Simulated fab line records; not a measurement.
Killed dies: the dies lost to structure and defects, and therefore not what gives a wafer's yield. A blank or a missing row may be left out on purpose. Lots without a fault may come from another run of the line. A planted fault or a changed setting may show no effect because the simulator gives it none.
Matching of chambers | flow sky130 | pecvd-03 running SKY_PASSIVATION_CVD_02: 3 sister chambers
The step deposits Si3N4, target thk 540 nm. 6 wafers are shown with their chamber, then 9 later ones without.

WAFERS, EACH WITH ITS CHAMBER
wafer  | chamber | heater-power-w (W)
L822.3 | 0       | 663
L824.3 | 2       | 1022
L824.5 | 1       | 938
L825.1 | 1       | 942
L825.4 | 2       | 813
L825.5 | 0       | 631

WAFERS WITH NO CHAMBER GIVEN
wafer  | heater-power-w (W)
L834.3 | 1001
L834.4 | 786
L834.5 | 801
L835.2 | 965
L835.5 | 798
L835.6 | 766
L837.1 | 686
L837.2 | 947
L837.6 | 929

EACH ONE'S CHAMBER
wafer  | from the rows above          | in truth
L834.3 | can't be placed: 1 or 2      | 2
L834.4 | can't be placed: 2 or 0 or 1 | 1
L834.5 | can't be placed: 2 or 1 or 0 | 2
L835.2 | can't be placed: 1 or 2      | 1
L835.5 | can't be placed: 2 or 1 or 0 | 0
L835.6 | can't be placed: 0 or 2 or 1 | 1
L837.1 | 0                            | 0
L837.2 | can't be placed: 1 or 2      | 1
L837.6 | can't be placed: 1 or 2      | 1
Correct placement for 1 of the 9. These rows do not allow placing 8 (true chamber among the candidates in 8). Number placed wrongly: 0.
How it was worked out, from the rows above alone: a wafer's distance from a chamber is the root of the sum, over the readings, of the square of ((its reading less the chamber's mean) divided by the reading's scatter). The wafer belongs to the nearest chamber; if the next one is less than 2 further off, it can't be placed. Each chamber's mean is taken over the wafers shown for it. How the scatter is found: for the shown wafers, subtract from each reading the mean of its chamber, square and add these, divide the total by (wafers less chambers), then take the root.
